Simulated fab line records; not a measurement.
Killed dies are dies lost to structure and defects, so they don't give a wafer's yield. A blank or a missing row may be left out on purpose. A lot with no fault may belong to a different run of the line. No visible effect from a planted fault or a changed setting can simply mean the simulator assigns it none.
Matching of chambers	flow sky130	SKY_VIA3_CMP_24 on cmp-02: 4 sister chambers
The step polishes, stops on SiO2, t overpolish 20 s, target thk 0 nm. 22 wafers are shown with their chamber, then 11 later ones without.

WAFERS, EACH WITH ITS CHAMBER
wafer	chamber	motor_current_A (A)	head_pressure_psi (psi)	time_to_endpoint_s (s)
L075.1	3	10.7	3.488	93
L075.3	0	11.4	3.502	92
L075.6	0	11.4	3.502	91
L078.1	2	12.0	3.502	93
L078.3	3	11.7	3.502	93
L078.5	2	12.3	3.502	94
L082.1	2	11.1	3.504	92
L082.4	3	11.2	3.500	92
L082.5	0	11.1	3.484	89
L080.3	2	11.5	3.504	93
L080.5	3	10.9	3.487	92
L080.6	0	11.4	3.499	94
L083.2	2	12.0	3.498	95
L083.3	3	11.3	3.497	97
L083.4	1	12.5	3.508	93
L084.2	3	11.2	3.497	98
L084.5	0	11.4	3.479	98
L084.6	1	12.0	3.506	100
L087.1	3	11.1	3.508	93
L087.2	2	12.1	3.503	97
L087.5	2	11.7	3.503	95
L088.1	0	11.5	3.495	92

SIGNATURES (means of the wafers above)
reading	chamber 0	chamber 1	chamber 2	chamber 3	scatter within a chamber
motor_current_A	11.367	12.250	11.814	11.157	0.318
head_pressure_psi	3.49350	3.50700	3.50229	3.49700	0.00684
time_to_endpoint_s	92.67	96.50	94.14	94.00	2.63
Rule: a wafer's distance from a chamber is the root of the sum, over the readings, of the square of ((its reading less the chamber's mean) divided by the reading's scatter). The wafer belongs to the nearest chamber; if the next one is less than 2 further off, it can't be placed. The scatter is the square root of a quotient: the sum, over the shown wafers, of each reading's squared deviation from its chamber's mean, divided by wafers minus chambers.

WAFERS WHOSE CHAMBER IS MISSING
wafer	motor_current_A (A)	head_pressure_psi (psi)	time_to_endpoint_s (s)
L088.3	11.9	3.503	92
L088.5	12.4	3.498	93
L090.1	11.3	3.517	86
L090.2	11.9	3.504	91
L090.3	13.1	3.496	93
L094.1	10.9	3.495	92
L094.3	11.2	3.505	90
L094.5	12.4	3.497	94
L097.2	13.3	3.497	93
L097.3	11.1	3.504	94
L097.5	11.7	3.494	90

WHICH CHAMBER EACH WENT THROUGH
wafer	from the rows above	in truth
L088.3	can't be placed: 2 or 1 or 0 or 3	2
L088.5	can't be placed: 1 or 2 or 0 or 3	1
L090.1	can't be placed: 2 or 3 or 0 or 1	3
L090.2	can't be placed: 2 or 0 or 1 or 3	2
L090.3	can't be placed: 1 or 2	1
L094.1	can't be placed: 3 or 0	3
L094.3	can't be placed: 3 or 0 or 2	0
L094.5	can't be placed: 1 or 2 or 0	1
L097.2	can't be placed: 1 or 2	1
L097.3	can't be placed: 3 or 0 or 2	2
L097.5	can't be placed: 0 or 2 or 3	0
Correct placement for 0 of the 11. These rows do not allow placing 11 (true chamber among the candidates in 11). Number placed wrongly: 0.
